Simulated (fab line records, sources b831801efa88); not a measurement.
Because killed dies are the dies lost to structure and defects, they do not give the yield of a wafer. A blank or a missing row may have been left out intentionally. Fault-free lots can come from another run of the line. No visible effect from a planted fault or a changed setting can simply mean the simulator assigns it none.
A lot that was struck, set against a sound lot | flow gf180mcu | 29 steps out of a route of 602
Sound: these wafers, L677.1, L677.3, L677.4. Wafers L680.1, L680.3, L680.4 were the ones struck. At the end, the cause is stated.
For every step that has rows: the tool of each side, followed by ch and its chambers, followed by its first start. Under that, the readings that differ: sound wafers | struck wafers | difference of the means | sigmas: that difference in standard deviations of wafers without a fault.
alike: readings whose means differ by less than 2 such deviations, and words and numbers that are the same on both sides. not compared: withheld readings, readings that some wafer has no value for, bounds like >300 that may hide the same value, and numbers for which the record gives no deviation and whose values overlap.
A row with sigmas, a row that says differs or no value, or rows on one side alone: a step with any of these is where the two part. Numbers that have no deviation but don't overlap get no sigmas and don't part them. A reading that every wafer of one side lacks parts them only if that side has two wafers or more.

first, 3 steps without rows for these wafers: GF_V5_STRIP_19 (strips in post etch residue remover, time 1200 s); GF_V5_CLEAN_20 (cleans in DIW); GF_V5_SPUTTER_21 (material Ti, target thk 15 nm, time 80.02 s).
GF_V5_SPUTTER_22: material TiN, target thk 10 nm, time 40 s.
  sound on pvd sputter-03, day 28 17:30; struck on pvd sputter-03, day 29 21:04
  alike: cathode dc power W, throttle valve pct
GF_V5_CVD_23: deposits W, target thk 350 nm, time 104.9 s.
  sound on cvd w-02 ch 0,1, day 28 17:32; struck on cvd w-01 ch 0,1, day 29 21:06
  alike: heater power w
  not compared: since wet clean h
GF_V5_RS_MEAS_24: measurement is done with a four-point probe.
  sound on film metro-03, day 28 17:39; struck on film metro-03, day 29 21:13
  alike: V5_W_RS
GF_V5_THK_MEAS_25: measures by xrf.
  sound on film metro-03, day 28 17:46; struck on film metro-03, day 29 21:20
  alike: V5_W_THK
then, 1 step without rows for these wafers: GF_V5_CMP_26 (polishes, stops on SiO2, t overpolish 15 s, target thk 0 nm).
GF_TOP_METAL_SPUTTER_00: material Ti, target thk 37.5 nm, time 150 s.
  sound on pvd sputter-01, day 28 18:08; struck on pvd sputter-01, day 29 21:41
  alike: cathode dc power W, throttle valve pct
then, 3 steps without rows for these wafers: GF_TOP_METAL_SPUTTER_01 (material TiN, target thk 30 nm, time 25 s); GF_TOP_METAL_SPUTTER_02 (material AlCu, target thk 900 nm, time 47.82 s); GF_TOP_METAL_SPUTTER_03 (material Ti, target thk 5 nm, time 3.3 s).
GF_TOP_METAL_SPUTTER_04: material TiN, target thk 25 nm, time 20.8 s.
  sound on pvd sputter-01, day 28 18:19; struck on pvd sputter-01, day 29 21:53
  reading                                       | sound                | struck               | difference | sigmas
  cathode dc power W (W)                        | 6500.2 6498.9 6500.1 | 5983.2 5984.4 5982.1 | -516.5     | -99 or more
  model.TiN_of_TOP_METAL_SPUTTER_04.thk nm (nm) | 24.93 24.57 24.73    | 22.76 23.13 23.07    | -1.76      |
  alike: throttle valve pct
GF_TOP_METAL_RS_MEAS_05: measurement is done with a four-point probe.
  sound on film metro-03, day 28 18:21; struck on film metro-04, day 29 21:55
  alike: TOP_METAL_ALCU_RS
GF_TOP_METAL_THK_MEAS_06: measures by xrf.
  sound on film metro-03, day 28 18:28; struck on film metro-04, day 29 22:02
  alike: TOP_METAL_ALCU_THK
then, 7 steps without rows for these wafers: GF_TOP_METAL_DEHYDRATE_07 (time 60 s); GF_TOP_METAL_HMDS_08 (prime time 60 s); GF_TOP_METAL_COAT_09 (resist thk 1500 nm); GF_TOP_METAL_SOFTBAKE_10 (time 60 s); GF_TOP_METAL_EXPOSE_11 (exposes mask MetalTop, target cd 440 nm); GF_TOP_METAL_PEB_12; GF_TOP_METAL_DEVELOP_13 (develop time 60 s).
GF_TOP_METAL_CD_MEAS_14 targets a cd of 440 nm.
  sound on cd sem-02, day 29 13:22; struck on cd sem-02, day 30 15:50
  alike: cd nm
GF_TOP_METAL_OVL_MEAS_15:
  sound on overlay-01, day 29 13:29; struck on overlay-01, day 30 15:58
  alike: TOP_METAL_OVL
GF_TOP_METAL_METAL_ETCH_16: etches the open film in Cl2/BCl3, stops on SiO2, target depth 1197 nm, time 199.5 s.
  sound on rie metal-03 ch 0,1, day 29 13:31; struck on rie metal-03 ch 0,1, day 30 15:59
  alike: bias w, drypump motor current A, mfc cl2 sccm, oes product au, rf fwd power W, throttle valve pct
  not compared: rf hours counter h
GF_TOP_METAL_STRIP_17: strips in O2/N2.
  sound on plasma asher-04 ch 0,1, day 29 13:43; struck on plasma asher-03 ch 0,1, day 30 16:11
  reading            | sound       | struck      | difference | sigmas
  heater power w (W) | 287 268 286 | 339 355 334 | +62        | +2
  alike: drypump motor current A, oes product au, strip time to endpoint s
  not compared: rf hours counter h
GF_TOP_METAL_STRIP_18: strips in post etch residue remover, time 1200 s.
  sound on wet bench-02 ch 3, day 29 13:49; struck on wet bench-04 ch 1, day 30 16:17
  reading                                       | sound             | struck            | difference | sigmas
  model.TiN_of_TOP_METAL_SPUTTER_04.thk nm (nm) | 24.52 24.16 24.32 | 22.34 22.71 22.65 | -1.77      |
  alike: temp c
then, 1 step without rows for these wafers: GF_TOP_METAL_CLEAN_19 (cleans in DIW).
GF_PASSIVATION_PROBE_99:
  the record has rows for the struck wafers here (prober-02, day 31 12:06) and none for the sound ones

## WHERE THEY PART
At GF_TOP_METAL_SPUTTER_04 first; at GF_PASSIVATION_PROBE_99 last (within this record only).

WHY: what the simulator had put in
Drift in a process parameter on pvd sputter-01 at GF_TOP_METAL_SPUTTER_04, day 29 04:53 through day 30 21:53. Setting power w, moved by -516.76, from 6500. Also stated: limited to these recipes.
